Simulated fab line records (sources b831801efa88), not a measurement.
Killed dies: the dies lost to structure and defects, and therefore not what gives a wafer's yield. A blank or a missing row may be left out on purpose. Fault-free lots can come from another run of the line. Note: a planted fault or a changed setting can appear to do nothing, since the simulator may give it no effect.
fab line records | flow sky130
record: lots: 6 wafers: 18 last_day: 50
route steps=708 shown FIELD_ISO@4 PAD_OPEN@708
lots that met no fault: taken from a fault-free run of the same line
start_h: the number of hours between the record's first day and the start of the first shown wafer of the lot | wait_h: hours elapsed since this lot's preceding step | " same as the row above | L1.1+2: several wafers, shown together as one row | - either no value or no given start | * or withheld: withheld | < > ~ a bound
route shown NAME@n: NAME is a module with steps in the file, n the number in the route of the first one | usual: mean/standard deviation taken from wafers without a fault | same: alike in all rows | chamber/n: place in a boat | sites: each site's reading | _std_site: the values' standard deviation | _edge_site: outer sites' mean less inner sites' | radius_mm: for every site, how far away it sits from the centre of the wafer | mask NAME#n: copy n | behind: the last tool/chamber to shape the wafer | hold: why the lot was held/for how many hours/how that ended | device: names the non-switching transistor (n, p or np) | end of line: tests of these same wafers at the route's end | where a step has no rows: the recipe by itself | killed: dies lost to structure and defects at the first sort, not the wafer's yield | map: shows each die of a wafer: x if killed, . if not, _ if none is there
set.NAME: the setting the step ran with; set.NAME@STEP: the setting that earlier step ran with | model.NAME: the simulator's own value behind a step, which no gauge read
lots seen at some steps along the route; tables by step, rows by wafer
services: when a tool's chamber went out of use (start_h, in hours from the record's first day, below 0 if earlier), for how many hours, and the reason
== steps ==
step: SKY_FIELD_ISO_CVD_03
recipe: material: Si3N4 precursor: DCS/NH3 target_thk_nm: 165 temp_c: 770 time_s: 2830 pressure_mtorr: 250
step: SKY_FIELD_ISO_THK_MEAS_04
recipe: reads: Si3N4_of_FIELD_ISO_CVD_03
usual: FIELD_ISO_CVD_03_THK: 165.3/2
columns lot.wafer tool chamber start_h wait_h FIELD_ISO_CVD_03_THK[nm]
L859.1 film_metro-03 - 23.48 0.0 166.3
L859.2 " - " " 165.9
L859.6 " - " " 166.2
L865.1 film_metro-03 - 53.48 0.0 170.0
L865.4 " - " " 169.0
L865.6 " - " " 168.2
L872.4 film_metro-04 - 89.73 0.0 166.4
L872.5 " - " " 168.2
L872.6 " - " " 167.5
L879.1 film_metro-01 - 125.57 0.0 162.7
L879.3 " - " " 163.1
L879.6 " - " " 161.4
L878.2 film_metro-04 - 125.58 0.0 165.7
L878.3 " - " " 165.9
L878.6 " - " " 165.3
L880.1 film_metro-03 - 136.21 0.0 163.2
L880.2 " - " " 163.9
L880.4 " - " " 164.5
step: SKY_FIELD_ISO_DEHYDRATE_05
recipe: temp_c: 200 time_s: 60
step: SKY_FIELD_ISO_HMDS_06
recipe: prime_time_s: 60 prime_temp_c: 120
step: SKY_FIELD_ISO_COAT_07
recipe: resist: BARC temp_c: withheld time_s: withheld spin_rpm: 3000 resist_thk_nm: 60
step: SKY_FIELD_ISO_COAT_08
recipe: resist: KrF-thick spin_rpm: 3000 resist_thk_nm: 450
step: SKY_FIELD_ISO_SOFTBAKE_09
recipe: temp_c: 100 time_s: 90 resist: KrF-thick
step: SKY_FIELD_ISO_EXPOSE_10
recipe: mask_id: FOM na: 0.68 source_shape: annular sigma_inner: 0.4 sigma_outer: 0.8 target_cd_nm: 150 dose_mj: 28
step: SKY_FIELD_ISO_PEB_11
recipe: peb_temp_c: withheld peb_time_s: withheld resist: KrF-thick
step: SKY_FIELD_ISO_DEVELOP_12
recipe: develop_time_s: 60 resist: KrF-thick dev_temp_c: 21
step: SKY_FIELD_ISO_CD_MEAS_13
recipe: target_cd_nm: 150
usual: cd_nm: 150.4/1.2
columns lot.wafer tool chamber start_h wait_h cd_nm
L859.1 cd_sem-01 - 38.13 - 150.7
L859.2 " - " " 150.8
L859.6 " - " " 150.5
L865.1 cd_sem-01 - 70.60 - 149.5
L865.4 " - " " 148.5
L865.6 " - " " 149.6
L872.4 cd_sem-02 - 107.04 - 149.9
L872.5 " - " " 149.0
L872.6 " - " " 147.8
L878.2 cd_sem-02 - 142.72 - 152.2
L878.3 " - " " 152.8
L878.6 " - " " 152.2
L879.1 cd_sem-01 - 143.38 - 151.1
L879.3 " - " " 151.0
L879.6 " - " " 150.2
L880.1 cd_sem-01 - 154.83 - 152.7
L880.2 " - " " 150.7
L880.4 " - " " 152.0
step: SKY_FIELD_ISO_ETCH_14
recipe: chemistry: N2/H2 target: BARC ion_energy_ev: 200 source_w: 500 bias_w: 100 pressure_mtorr: 30 n2_flow_sccm: 100 h2_flow_sccm: 200 stop_on: SiO2 time_s: 45.9 target_depth_a: 600
usual: drypump_motor_current_A: 5.6/0.43 oes_product_au: 0.855/0.0048 run_length_s: 74.3/0.44 throttle_valve_pct: 13.226/0.0092
columns lot.wafer tool chamber start_h wait_h drypump_motor_current_A oes_product_au rf_hours_counter_h run_length_s throttle_valve_pct
L859.1 rie_diel-02 3 38.25 0.1 5.1 0.861 5 74.3 13.226
L859.2 " 0 " " 6.0 0.846 4 74.1 13.220
L859.6 " 2 " " 5.9 0.855 - 74.0 13.232
L865.1 rie_diel-03 0 70.72 0.1 5.2 0.849 5 75.4 13.233
L865.4 " 1 " " 5.4 0.849 79 73.8 13.226
L865.6 " 1 " " 5.4 0.850 - 73.7 13.220
L872.4 rie_diel-03 1 107.10 0.0 5.4 0.860 80 73.7 13.218
L872.5 " 0 " " 5.2 0.860 - 74.8 13.225
L872.6 " 3 " " 5.2 0.862 - 74.1 13.230
L878.2 rie_diel-02 2 142.82 0.1 5.9 0.855 7 74.2 13.217
L878.3 " 1 " " 6.0 0.854 143 74.4 13.226
L878.6 " 3 " " 5.1 0.849 - 74.1 13.229
L879.1 rie_diel-01 2 143.50 0.1 6.5 0.847 140 74.2 13.219
L879.3 " 3 " " 5.6 0.857 122 74.4 13.229
L879.6 " 2 " " 6.6 0.860 - 73.7 13.240
L880.1 rie_diel-02 2 154.95 0.1 6.0 0.852 7 73.9 13.228
L880.2 " 1 " " 6.0 0.855 143 74.8 13.215
L880.4 " 1 " " 6.0 0.854 - 74.2 13.226
step: SKY_FIELD_ISO_ETCH_15
recipe: chemistry: CHF3/O2 target_depth_nm: 180 stop_on: Si source_w: 600 bias_w: 200 pressure_mtorr: 40 chf3_flow_sccm: 50 O2_flow_sccm: 5 time_s: 72
usual: drypump_motor_current_A: 5.6/0.43 oes_product_au: 0.946/0.0084 run_length_s: 100.4/0.42 throttle_valve_pct: 8.844/0.0097
columns lot.wafer tool chamber start_h wait_h drypump_motor_current_A oes_product_au rf_hours_counter_h run_length_s throttle_valve_pct model.KrF-thick_of_FIELD_ISO_COAT_08.thk_nm
L859.1 rie_diel-02 3 38.30 0.0 5.1 0.948 5 100.1 8.836 236.5
L859.2 " 0 " " 5.9 0.944 4 100.3 8.839 240.3
L859.6 " 2 " " 5.9 0.950 - 99.9 8.863 240.5
L865.1 rie_diel-03 0 70.76 0.0 5.2 0.967 5 101.1 8.824 232.1
L865.4 " 1 " " 5.3 0.963 79 99.7 8.860 237
L865.6 " 1 " " 5.3 0.961 - 99.8 8.862 236.4
L872.4 rie_diel-03 1 107.15 0.0 5.3 0.943 80 99.8 8.849 234.7
L872.5 " 0 " " 5.2 0.953 - 101.7 8.854 227.5
L872.6 " 3 " " 5.3 0.953 - 100.1 8.832 238.3
L878.2 rie_diel-02 2 142.86 0.0 5.9 0.915 7 104.3 8.823 221.8
L878.3 " 1 " " 6.0 0.922 143 104.7 8.841 216.7
L878.6 " 3 " " 5.1 0.907 - 104.9 8.821 225.4
L879.1 rie_diel-01 2 143.55 0.0 6.6 0.934 140 99.9 8.843 233.9
L879.3 " 3 " " 5.6 0.930 122 100.6 8.832 236.5
L879.6 " 2 " " 6.6 0.931 - 99.7 8.828 234.8
L880.1 rie_diel-02 2 155.00 0.0 5.9 0.907 7 104.3 8.830 221.6
L880.2 " 1 " " 5.9 0.918 143 105.1 8.840 218.7
L880.4 " 1 " " 5.9 0.909 - 104.8 8.834 218.4
step: SKY_FIELD_ISO_STRIP_16
recipe: chemistry: O2/N2 power_w: 1400 pressure_mtorr: 1500 platen_temp_c: withheld o2_flow_sccm: 3000 n2_flow_sccm: 300 overash_fraction: 0.5
usual: drypump_motor_current_A: 5.56/0.18 oes_product_au: 0.377/0.0049 strip_time_to_endpoint_s: 3.53/0.042
columns lot.wafer tool chamber start_h wait_h drypump_motor_current_A oes_product_au rf_hours_counter_h strip_time_to_endpoint_s
L859.1 plasma_asher-03 0 38.35 0.0 5.42 0.377 25 3.54
L859.2 " 1 " " 5.94 0.374 25 3.57
L859.6 " 0 " " 5.42 0.375 - 3.58
L865.1 plasma_asher-02 1 70.82 0.0 5.53 0.371 39 3.50
L865.4 " 1 " " 5.52 0.389 - 3.54
L865.6 " 1 " " 5.53 0.384 - 3.55
L872.4 plasma_asher-04 1 107.24 0.1 5.38 0.374 - 3.53
L872.5 " 0 " " 5.71 0.375 - 3.44
L872.6 " 1 " " 5.40 0.389 - 3.59
L878.2 plasma_asher-04 1 142.92 0.0 5.36 0.376 45 3.39
L878.3 " 1 " " 5.35 0.370 - 3.33
L878.6 " 1 " " 5.37 0.379 - 3.43
L879.1 plasma_asher-03 1 143.60 0.0 5.97 0.377 36 3.50
L879.3 " 0 " " 5.44 0.381 - 3.55
L879.6 " 0 " " 5.44 0.370 - 3.52
L880.1 plasma_asher-02 1 155.05 0.0 5.51 0.373 3 3.39
L880.2 " 0 " " 5.49 0.371 3 3.36
L880.4 " 0 " " 5.44 0.375 - 3.34
step: SKY_FIELD_ISO_ETCH_17
recipe: target_depth_a: 3420 mask_material: Si3N4 chemistry: HBr/Cl2/O2 target: Si taper_deg: 5 icp_w: 600 bias_w: 150 pressure_mtorr: 15 HBr_flow_sccm: 150 Cl2_flow_sccm: 40 O2_flow_sccm: 6 time_s: 97.7
usual: drypump_motor_current_A: 5.4/0.53 oes_product_au: 0.994/0.014 run_length_s: 126.1/0.41 throttle_valve_pct: 25.660/0.012
columns lot.wafer tool chamber start_h wait_h drypump_motor_current_A oes_product_au rf_hours_counter_h run_length_s throttle_valve_pct
L859.1 rie_si-01 1 38.45 0.1 5.4 0.986 19 126.1 25.666
L859.2 " 2 " " 6.4 0.996 56 125.8 25.643
L859.6 " 1 " " 5.3 1.005 - 125.7 25.667
L865.1 rie_si-02 3 70.92 0.1 4.9 0.984 11 126.0 25.657
L865.4 " 1 " " 6.1 0.986 3 126.8 25.667
L865.6 " 1 " " 6.1 0.978 - 126.4 25.671
L872.4 rie_si-01 2 107.30 0.0 6.4 0.998 56 126.0 25.665
L872.5 " 3 " " 5.5 0.993 - 125.7 25.668
L872.6 " 2 " " 6.4 0.997 - 126.4 25.674
L878.2 rie_si-02 1 143.02 0.1 6.1 0.993 3 126.5 25.654
L878.3 " 0 " " 5.0 1.028 95 126.0 25.658
L878.6 " 3 " " 4.9 0.992 - 125.9 25.636
L879.1 rie_si-01 3 143.70 0.1 5.5 1.003 114 125.6 25.674
L879.3 " 2 " " 6.4 1.002 57 126.1 25.653
L879.6 " 3 " " 5.6 0.995 - 125.6 25.661
L880.1 rie_si-02 1 155.15 0.1 6.0 0.996 3 126.6 25.658
L880.2 " 0 " " 5.0 1.031 95 126.2 25.647
L880.4 " 3 " " 4.8 0.994 11 125.9 25.649
step: SKY_PAD_OPEN_PROBE_99
usual: killed_at_M0_to_M3: 44/6.9 killed_at_M4_up: 3.2/1.8 killed_at_contacts: 23/5.2 killed_at_front_end: 15/4.5 killed_at_other: 0.3/0.56 killed_dies: 85/8.8 killed_on_rim: 17/3.5 killed_open: 47/6.7 killed_short: 39/6.4
same: gross_dies: 492 killed_at_back_side: 0
columns lot.wafer tool chamber start_h wait_h killed_at_M0_to_M3 killed_at_M4_up killed_at_contacts killed_at_front_end killed_at_other killed_dies killed_on_rim killed_open killed_short
L859.1 prober-02 - 1083.91 0.1 45 5 18 10 0 78 15 40 38
L859.2 prober-02 - 1083.96 0.1 54 3 14 13 0 84 15 50 34
L859.6 prober-02 - 1084.16 0.2 40 6 30 21 0 97 18 55 42
L865.1 prober-01 - 1117.30 0.1 40 5 16 20 1 82 17 42 40
L865.4 prober-01 - 1117.45 0.2 45 2 18 21 1 87 15 53 34
L865.6 prober-01 - 1117.55 0.2 34 4 16 19 0 73 11 36 37
L872.4 prober-01 - 1162.27 0.2 46 4 26 6 0 82 20 34 48
L872.5 prober-01 - 1162.32 0.2 43 3 22 20 0 88 18 47 41
L872.6 prober-01 - 1162.37 0.2 48 5 17 16 0 86 18 47 39
L878.2 prober-01 - 1189.56 0.1 48 7 23 21 0 99 19 66 33
L878.3 prober-01 - 1189.61 0.2 50 3 14 18 0 85 13 39 46
L878.6 prober-01 - 1189.76 0.2 24 1 21 25 1 72 15 36 36
killed by level:class
L859.1 VIA2:geometric_particle:open=9 VIA1:geometric_particle:open=9 CONTACT:geometric_particle:short=8 CONTACT:geometric_particle:open=8 VIA1:geometric_particle:short=6 METAL2:geometric_particle:short=5 METAL1:geometric_particle:short=5 POLY_GATE:geometric_particle:short=4
L859.2 VIA1:geometric_particle:open=14 VIA2:geometric_particle:open=9 VIA3:geometric_particle:open=9 CONTACT:geometric_particle:open=6 METAL2:geometric_particle:short=5 METAL1:geometric_particle:short=5 VIA1:geometric_particle:short=4 FIELD_ISO:geometric_particle:short=3
L859.6 VIA1:geometric_particle:open=13 CONTACT:geometric_particle:open=9 FIELD_ISO:geometric_particle:open=8 CONTACT:geometric_particle:short=7 VIA3:geometric_particle:open=7 LI_CONTACT:geometric_particle:open=6 FIELD_ISO:geometric_particle:short=5 VIA1:geometric_particle:short=5
L865.1 VIA1:geometric_particle:open=13 VIA3:geometric_particle:open=7 FIELD_ISO:geometric_particle:open=5 POLY_GATE:geometric_particle:short=5 METAL4:geometric_particle:short=5 FIELD_ISO:geometric_particle:short=4 POLY_GATE:geometric_particle:open=4 CONTACT:geometric_particle:short=4
L865.4 VIA1:geometric_particle:open=11 VIA3:geometric_particle:open=9 CONTACT:geometric_particle:open=7 POLY_GATE:geometric_particle:open=6 LI_CONTACT:geometric_particle:open=6 FIELD_ISO:geometric_particle:short=5 VIA1:geometric_particle:short=5 METAL2:geometric_particle:short=5
L865.6 VIA3:geometric_particle:open=6 VIA1:geometric_particle:open=5 FIELD_ISO:geometric_particle:short=4 POLY_GATE:geometric_particle:short=4 LI_CONTACT:geometric_particle:short=4 LI_CONTACT:geometric_particle:open=4 VIA2:geometric_particle:open=4 VIA3:geometric_particle:short=4
L872.4 CONTACT:geometric_particle:open=8 CONTACT:geometric_particle:short=8 VIA1:geometric_particle:short=7 VIA1:geometric_particle:open=7 METAL2:geometric_particle:short=7 LOCAL_INTERCONNECT:geometric_particle:short=5 VIA2:geometric_particle:open=5 VIA3:geometric_particle:short=5
L872.5 LI_CONTACT:geometric_particle:open=8 VIA3:geometric_particle:open=8 VIA1:geometric_particle:open=7 FIELD_ISO:geometric_particle:short=6 CONTACT:geometric_particle:open=6 METAL2:geometric_particle:short=6 FIELD_ISO:geometric_particle:open=5 VIA1:geometric_particle:short=5
L872.6 VIA1:geometric_particle:open=13 FIELD_ISO:geometric_particle:short=7 VIA2:geometric_particle:open=7 FIELD_ISO:geometric_particle:open=6 METAL2:geometric_particle:short=6 CONTACT:geometric_particle:open=5 METAL1:geometric_particle:short=5 VIA1:geometric_particle:short=5
L878.2 VIA1:geometric_particle:open=20 CONTACT:geometric_particle:open=10 VIA3:geometric_particle:open=7 LOCAL_INTERCONNECT:geometric_particle:short=7 POLY_GATE:geometric_particle:open=6 VIA2:geometric_particle:open=6 POLY_GATE:geometric_particle:short=5 FIELD_ISO:geometric_particle:open=4
L878.3 VIA1:geometric_particle:open=14 VIA1:geometric_particle:short=9 POLY_GATE:geometric_particle:open=8 CONTACT:geometric_particle:open=6 FIELD_ISO:geometric_particle:short=5 METAL2:geometric_particle:short=5 METAL1:geometric_particle:short=5 CONTACT:geometric_particle:short=4
L878.6 POLY_GATE:geometric_particle:short=8 CONTACT:geometric_particle:open=7 LOCAL_INTERCONNECT:geometric_particle:short=6 VIA3:geometric_particle:open=6 FIELD_ISO:geometric_particle:short=5 FIELD_ISO:geometric_particle:open=4 METAL1:geometric_particle:short=4 VIA1:geometric_particle:open=4
== services ==
columns tool chamber start_h hours kind
plasma_asher-02 - 33.27 0.7 repair
rie_diel-03 - 50.73 0.5 repair
rie_si-02 0 54.89 1.3 repair
rie_diel-01 1 59.11 6.9 repair
rie_diel-01 - 60.51 14.6 pm
rie_diel-01 0 75.85 10.7 repair
rie_diel-01 1 84.52 8.1 repair
plasma_asher-02 - 102.76 13.6 repair
plasma_asher-02 - 116.40 9.0 pm
plasma_asher-02 0 116.40 9.0 vent_cycle
plasma_asher-02 1 116.40 9.0 vent_cycle
plasma_asher-02 0 125.40 - clean
plasma_asher-02 1 125.40 - clean
rie_diel-02 0 144.17 21.7 repair
== key ==
first_sign: step: SKY_FIELD_ISO_ETCH_15 reading: run_length_s direction: up sigmas: 10 usual: * struck: *
effect: step: SKY_FIELD_ISO_ETCH_15 reading: oes_product_au direction: down sigmas: 4 usual: 0.946 struck: 0.913
effect: step: SKY_FIELD_ISO_STRIP_16 reading: strip_time_to_endpoint_s direction: down sigmas: 3.8 usual: * struck: *
model_effect: step: SKY_FIELD_ISO_ETCH_15 value: KrF-thick_of_FIELD_ISO_COAT_08.thk_nm without: 230.3 struck: 220.4
met_at SKY_FIELD_ISO_ETCH_15
struck_wafers L878.2,L878.3,L878.6,L880.1,L880.2,L880.4
tester_left_out L878,L880
onset_between 38.30 142.86
fault: kind: process_parameter_drift tool: rie_diel-02 chamber: - onset_h: 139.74 steps: SKY_FIELD_ISO_ETCH_15 channel: time_s offset: * shape: step end_h: 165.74 acts_in: * stated: *
tester_left_out: of these lots the tester's yield and bins aren't shown, on N5 and GAA mostly nor the transistor test; their killed dies are dies lost to structure and defects alone, not to doping, threshold or leakage, so they don't give the yield
